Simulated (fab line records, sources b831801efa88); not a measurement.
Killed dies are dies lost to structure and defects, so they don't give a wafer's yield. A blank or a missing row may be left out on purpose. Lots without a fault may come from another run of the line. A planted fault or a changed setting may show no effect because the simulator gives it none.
Which tool did it? | flow gf180mcu | 7 lots, 21 wafers sampled, at 1 step of a route of 602

WHAT THE GAUGES READ, wafer by wafer
GF_HV_LDD_OVL_MEAS_08.
lot  | measured     | on         | HV_LDD_OVL (nm)
L160 | day 10 06:42 | overlay-01 | -2.5 -3.4 -2.2
L162 | day 11 00:37 | overlay-02 | -2.0 -0.8 -1.4
L167 | day 12 08:10 | overlay-01 | 0.0 -0.6 -0.7
L170 | day 13 09:43 | overlay-01 | 1.1 1.3 1.8
L175 | day 15 00:16 | overlay-02 | 2.1 2.4 1.6
L180 | day 16 12:16 | overlay-02 | -2.9 -2.1 -2.3
L182 | day 16 22:55 | overlay-02 | -0.6 -1.3 -1.3

WHICH TOOL RAN EACH LOT (tool, then ch and the chambers of the sampled wafers, then the start)
The record holds no process step before these readings.

THE ANSWER, worked out from the rows above alone
Rule: what is usual is taken from the lots themselves. Put in order of their means at a reading, lots are off if they are a third of the lots or fewer, leave a main group of 4 or more, and stand apart from it by a gap of 3 or more times the standard deviation of the main group's means; of several such gaps the widest counts. A main group whose means are all the same, to the digits that the tables above print for the reading, isn't used. A lot without any number at a reading at which 4 lots or more have one is off too. The other lots that the step has rows for count as sound.
No lot is off at any reading shown: from this, nothing can be told.

WHAT THE SIMULATOR HAD PUT IN
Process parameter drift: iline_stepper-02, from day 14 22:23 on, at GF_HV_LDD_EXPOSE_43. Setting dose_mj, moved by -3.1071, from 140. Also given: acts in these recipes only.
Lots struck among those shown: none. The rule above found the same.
